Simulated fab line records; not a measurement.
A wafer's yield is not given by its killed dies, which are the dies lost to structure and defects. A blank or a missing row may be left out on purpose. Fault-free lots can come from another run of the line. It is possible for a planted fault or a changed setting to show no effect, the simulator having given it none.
fab line records	flow gf180mcu
record lots=14	wafers=42	last_day=34
route steps=602 shown M3@415 V3@442 M4@457
lots that met no fault: from a run of the same line without faults
start_h: the number of hours between the record's first day and the start of the first shown wafer of the lot	wait_h: hours from the lot's prior step to this one	" unchanged from the row above	L1.1+2: several wafers, shown together as one row	- no value, or no start was given	* or withheld: withheld	< > ~ a bound
route shown NAME@n: NAME is a module with steps in the file, n the number in the route of the first one	usual: average and standard deviation across the fault-free wafers	same: alike in all rows	chamber/n: place in a boat	sites: each site's reading	_std_site: the values' standard deviation	_edge_site: inner sites' mean taken away from outer sites' mean	radius_mm: for every site, how far away it sits from the centre of the wafer	mask NAME#n: copy n	behind: the most recent tool/chamber to have shaped the wafer	hold: why the lot was held/for how many hours/how that ended	device: the transistor (n, p or np) that didn't switch	end of line: tests run on the same wafers once the route is complete	a step given without rows: its recipe and nothing more	killed: count of dies lost to structure and defects at first sort (not the wafer's yield)	map: per-die view of a wafer (x killed, . not killed, _ where there is no die)
set.NAME: setting as actually run; set.NAME@STEP: the setting as run at that earlier step	model.NAME: the simulator's own value behind a step, which no gauge read
steps of the route over a sample of lots; a table a step, a row a wafer
services: the hour from which a tool's chamber was out of use, counted from the record's first day as start_h (under 0 if before that day), plus the number of hours and why
## steps
# step GF_M3_THK_MEAS_06
# recipe thk_meas_gauge=xrf	reads=AlCu_of_M3_SPUTTER_02
# usual M3_ALCU_THK=445/6.9
lot.wafer	tool	chamber	start_h	wait_h	M3_ALCU_THK[nm]
L663.4	film_metro-04	-	469.37	0.1	452
L663.5	"	-	"	"	452
L663.6	"	-	"	"	455
L665.4	film_metro-03	-	502.75	0.1	450
L665.5	"	-	"	"	435
L665.6	"	-	"	"	445
L667.2	film_metro-03	-	516.12	0.1	451
L667.3	"	-	"	"	450
L667.5	"	-	"	"	450
L669.1	film_metro-04	-	530.70	0.1	454
L669.3	"	-	"	"	450
L669.5	"	-	"	"	451
L675.3	film_metro-03	-	578.06	0.1	433
L675.5	"	-	"	"	442
L675.6	"	-	"	"	434
L677.1	film_metro-02	-	594.60	0.1	455
L677.2	"	-	"	"	445
L677.3	"	-	"	"	451
L678.2	film_metro-02	-	598.26	0.1	437
L678.5	"	-	"	"	441
L678.6	"	-	"	"	433
L679.2	film_metro-02	-	606.12	0.1	434
L679.3	"	-	"	"	437
L679.6	"	-	"	"	435
L680.2	film_metro-04	-	617.61	0.1	458
L680.5	"	-	"	"	453
L680.6	"	-	"	"	456
L681.1	film_metro-02	-	619.30	0.1	432
L681.4	"	-	"	"	441
L681.5	"	-	"	"	443
L682.1	film_metro-04	-	625.05	0.1	445
L682.2	"	-	"	"	444
L682.6	"	-	"	"	439
L683.1	film_metro-02	-	637.43	0.1	451
L683.4	"	-	"	"	440
L683.6	"	-	"	"	450
L684.2	film_metro-02	-	638.82	0.1	445
L684.3	"	-	"	"	440
L684.5	"	-	"	"	439
L685.1	film_metro-03	-	645.23	0.1	441
L685.3	"	-	"	"	444
L685.6	"	-	"	"	441
# step GF_V3_DEVELOP_13
# recipe develop_time_s=60	resist=KrF	dev_temp_c=21
# usual chill_plate_temp_C=23.03/0.084	develop_time_s=60/0	exhaust_pa=45.0/0.94
lot.wafer	tool	chamber	start_h	wait_h	chill_plate_temp_C	develop_time_s	exhaust_pa
L663.4	litho_track-01	0	517.58	0.1	23.15	60	45.7
L663.5	"	0	"	"	23.18	60	45.5
L663.6	"	0	"	"	23.13	60	44.2
L665.4	litho_track-04	0	549.48	0.1	23.07	60	45.5
L665.5	"	0	"	"	23.02	60	45.0
L665.6	"	0	"	"	23.06	60	44.1
L667.2	litho_track-01	0	562.13	0.2	23.03	60	44.9
L667.3	"	0	"	"	23.07	60	45.6
L667.5	"	0	"	"	22.94	60	44.1
L669.1	litho_track-01	0	576.55	0.2	23.05	60	44.8
L669.3	"	0	"	"	23.13	60	44.3
L669.5	"	0	"	"	23.17	60	43.9
L675.3	litho_track-01	0	620.60	0.1	23.10	60	44.0
L675.5	"	0	"	"	23.08	60	45.5
L675.6	"	0	"	"	23.14	60	44.3
L677.1	litho_track-03	-	637.15	0.2	-	-	-
L677.2	"	-	"	"	-	-	-
L677.3	"	-	"	"	-	-	-
L678.2	litho_track-01	-	640.57	0.2	-	-	-
L678.5	"	-	"	"	-	-	-
L678.6	"	-	"	"	-	-	-
L679.2	litho_track-01	0	647.02	0.2	23.11	60	46.8
L679.3	"	0	"	"	22.95	60	46.9
L679.6	"	0	"	"	23.03	60	46.3
L680.2	litho_track-04	0	658.53	0.2	23.03	60	44.7
L680.5	"	0	"	"	23.01	60	45.4
L680.6	"	0	"	"	22.94	60	45.4
L681.1	litho_track-01	0	660.45	0.2	23.20	60	46.3
L681.4	"	0	"	"	23.02	60	45.9
L681.5	"	0	"	"	22.97	60	46.5
L682.1	litho_track-01	0	666.10	0.2	22.83	60	44.8
L682.2	"	0	"	"	23.01	60	45.5
L682.6	"	0	"	"	23.02	60	44.1
L683.1	litho_track-01	0	677.00	0.2	23.09	60	43.3
L683.4	"	0	"	"	22.96	60	43.9
L683.6	"	0	"	"	23.04	60	44.0
L684.2	litho_track-01	0	678.82	0.2	23.19	60	45.4
L684.3	"	0	"	"	23.13	60	45.8
L684.5	"	0	"	"	23.14	60	46.0
L685.1	litho_track-04	0	685.55	0.2	23.11	60	43.1
L685.3	"	0	"	"	22.94	60	43.0
L685.6	"	0	"	"	22.96	60	44.8
# step GF_V3_CD_MEAS_14
# recipe target_cd_nm=260
# usual cd_nm=260.0/1.2
lot.wafer	tool	chamber	start_h	wait_h	cd_nm
L663.4	cd_sem-02	-	517.71	0.1	259.1
L663.5	"	-	"	"	258.4
L663.6	"	-	"	"	259.5
L665.4	cd_sem-02	-	549.61	0.1	259.8
L665.5	"	-	"	"	260.8
L665.6	"	-	"	"	260.3
L667.2	cd_sem-02	-	562.27	0.1	259.7
L667.3	"	-	"	"	259.8
L667.5	"	-	"	"	261.1
L669.1	cd_sem-01	-	576.70	0.1	260.2
L669.3	"	-	"	"	260.2
L669.5	"	-	"	"	260.3
L675.3	cd_sem-01	-	620.74	0.1	260.3
L675.5	"	-	"	"	260.4
L675.6	"	-	"	"	261.5
L677.1	cd_sem-01	-	637.30	0.1	-
L677.2	"	-	"	"	-
L677.3	"	-	"	"	-
L678.2	cd_sem-02	-	640.72	0.1	-
L678.5	"	-	"	"	-
L678.6	"	-	"	"	-
L679.2	cd_sem-01	-	647.17	0.1	260.2
L679.3	"	-	"	"	260.2
L679.6	"	-	"	"	261.6
L680.2	cd_sem-02	-	658.81	0.3	260.9
L680.5	"	-	"	"	260.3
L680.6	"	-	"	"	260.7
L681.1	cd_sem-01	-	660.60	0.1	260.3
L681.4	"	-	"	"	259.7
L681.5	"	-	"	"	258.7
L682.1	cd_sem-01	-	666.25	0.1	260.5
L682.2	"	-	"	"	260.1
L682.6	"	-	"	"	260.1
L683.1	cd_sem-02	-	677.15	0.1	260.2
L683.4	"	-	"	"	260.9
L683.6	"	-	"	"	259.5
L684.2	cd_sem-02	-	678.97	0.1	259.5
L684.3	"	-	"	"	258.7
L684.5	"	-	"	"	259.4
L685.1	cd_sem-02	-	685.70	0.1	260.7
L685.3	"	-	"	"	260.4
L685.6	"	-	"	"	259.7
# step GF_M4_SPUTTER_01
# recipe material=TiN	target_thk_nm=30	power_w=6500	time_s=25	chamber_pressure_pa=0.4
# usual throttle_valve_pct=30.2/1.1
lot.wafer	tool	chamber	start_h	wait_h	throttle_valve_pct
L663.4	pvd_sputter-01	-	519.27	0.1	32.9
L663.5	"	-	"	"	29.9
L663.6	"	-	"	"	29.5
L665.4	pvd_sputter-03	-	551.16	0.1	28.6
L665.5	"	-	"	"	29.2
L665.6	"	-	"	"	28.5
L667.2	pvd_sputter-01	-	563.87	0.1	30.0
L667.3	"	-	"	"	32.8
L667.5	"	-	"	"	32.9
L669.1	pvd_sputter-01	-	578.40	0.1	30.8
L669.3	"	-	"	"	30.1
L669.5	"	-	"	"	29.4
L675.3	pvd_sputter-02	-	622.32	0.1	29.5
L675.5	"	-	"	"	31.2
L675.6	"	-	"	"	31.4
L679.2	pvd_sputter-01	-	648.76	0.1	32.7
L679.3	"	-	"	"	31.6
L679.6	"	-	"	"	31.3
L680.2	pvd_sputter-02	-	660.41	0.1	31.4
L680.5	"	-	"	"	29.9
L680.6	"	-	"	"	29.8
L681.1	pvd_sputter-01	-	662.21	0.1	29.7
L681.4	"	-	"	"	31.3
L681.5	"	-	"	"	32.8
L682.1	pvd_sputter-03	-	667.90	0.1	29.5
L682.2	"	-	"	"	29.2
L682.6	"	-	"	"	29.4
L683.1	pvd_sputter-02	-	678.77	0.1	29.2
L683.4	"	-	"	"	29.9
L683.6	"	-	"	"	31.0
L684.2	pvd_sputter-01	-	680.57	0.1	31.2
L684.3	"	-	"	"	29.7
L684.5	"	-	"	"	29.7
L685.1	pvd_sputter-01	-	687.34	0.1	30.2
L685.3	"	-	"	"	32.8
L685.6	"	-	"	"	29.6
## services
tool	chamber	start_h	hours	kind
pvd_sputter-02	-	574.78	0.8	repair
pvd_sputter-02	-	598.67	3.8	repair
pvd_sputter-01	-	626.82	10.7	repair
pvd_sputter-01	-	630.27	8.2	repair
pvd_sputter-02	-	654.66	4.8	repair
## key
first_sign step=GF_V3_DEVELOP_13	reading=tool_record	direction=missing
effect none on later readings
met_at GF_V3_DEVELOP_13
struck_lots L677,L678
later_rows_left_out L677.1,L677.2,L677.3,L678.2,L678.5,L678.6
sort_left_out L677.1,L677.2,L677.3,L678.2,L678.5,L678.6
not_acting_at GF_M3_THK_MEAS_06,GF_V3_CD_MEAS_14,GF_M4_SPUTTER_01
onset_between 620.60 637.15
fault kind=skipped_step_whole	tool=litho_track-01,litho_track-03	chamber=-	onset_h=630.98	steps=GF_V3_DEVELOP_13	scope=struck_lots_only
# sort_left_out: the simulated sort isn't trusted on such a fault, so these wafers' sort isn't shown, and their yield isn't known
# later_rows_left_out: the simulator's readings of these wafers behind a module that went badly wrong aren't trusted and aren't shown, but for the sort
